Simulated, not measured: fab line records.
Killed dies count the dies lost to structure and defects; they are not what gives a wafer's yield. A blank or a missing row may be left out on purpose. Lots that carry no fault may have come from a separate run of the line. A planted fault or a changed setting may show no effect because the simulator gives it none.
Matching of chambers | flow sky130 | rie-diel-04 running SKY_VIA2_ETCH_14: 4 sister chambers
The step etches BARC in N2/H2, stops on SiO2, time 45.9 s, target depth 60 nm. 14 wafers are shown with their chamber, then 7 later ones without.

== EACH WAFER AND ITS CHAMBER ==
wafer  | chamber | drypump-motor-current-A (A) | chamber-pressure-mTorr (mTorr) | oes-product-au (a.u.)
L078.1 | 1       | 5.6                         | 30.011                         | 0.866
L078.2 | 2       | 6.0                         | 29.995                         | 0.848
L078.4 | 3       | 6.2                         | 29.948                         | 0.854
L084.1 | 2       | 6.0                         | 30.005                         | 0.867
L084.4 | 3       | 6.2                         | 29.995                         | 0.851
L084.6 | 2       | 6.0                         | 30.004                         | 0.850
L087.2 | 0       | 5.9                         | 30.018                         | 0.851
L087.4 | 2       | 6.0                         | 30.005                         | 0.864
L087.5 | 2       | 6.1                         | 29.978                         | 0.853
L089.2 | 3       | 6.2                         | 29.977                         | 0.853
L089.3 | 0       | 5.9                         | 29.995                         | 0.853
L089.4 | 1       | 5.6                         | 30.030                         | 0.852
L092.1 | 3       | 6.2                         | 29.980                         | 0.848
L092.2 | 0       | 5.9                         | 29.970                         | 0.854

SIGNATURES (averages over the wafers above)
reading                 | chamber 0 | chamber 1 | chamber 2 | chamber 3 | scatter within a chamber
drypump-motor-current-A | 5.900     | 5.600     | 6.020     | 6.200     | 0.0283
chamber-pressure-mTorr  | 29.99433  | 30.02050  | 29.99740  | 29.97500  | 0.0174
oes-product-au          | 0.85267   | 0.85900   | 0.85640   | 0.85150   | 0.00646
Rule: for each reading, subtract the chamber's mean from the wafer's reading, divide by that reading's scatter and square the result; add these up over the readings and take the root, which gives the wafer's distance from the chamber. The wafer belongs to the nearest chamber; if the next one is less than 2 further off, it can't be placed. The scatter: take each reading less its chamber's mean, square it, sum over the shown wafers, divide by the number of wafers less the number of chambers, and take the root.

== WAFERS MISSING THEIR CHAMBER ==
wafer  | drypump-motor-current-A (A) | chamber-pressure-mTorr (mTorr) | oes-product-au (a.u.)
L092.4 | 5.6                         | 30.025                         | 0.853
L093.2 | 5.6                         | 29.976                         | 0.852
L093.3 | 6.2                         | 30.057                         | 0.855
L093.5 | 6.0                         | 29.930                         | 0.854
L097.3 | 6.1                         | 30.009                         | 0.857
L097.4 | 6.2                         | 30.008                         | 0.867
L097.5 | 6.2                         | 29.997                         | 0.851

== WHICH CHAMBER EACH ONE RAN IN ==
wafer  | from the rows above     | in truth
L092.4 | 1                       | 1
L093.2 | 1                       | 1
L093.3 | 3                       | 3
L093.5 | can't be placed: 2 or 0 | 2
L097.3 | can't be placed: 2 or 3 | 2
L097.4 | 3                       | 3
L097.5 | 3                       | 3
Placed correctly: 5 of 7. These rows do not allow placing 2 (true chamber among the candidates in 2). 0 placed wrongly.
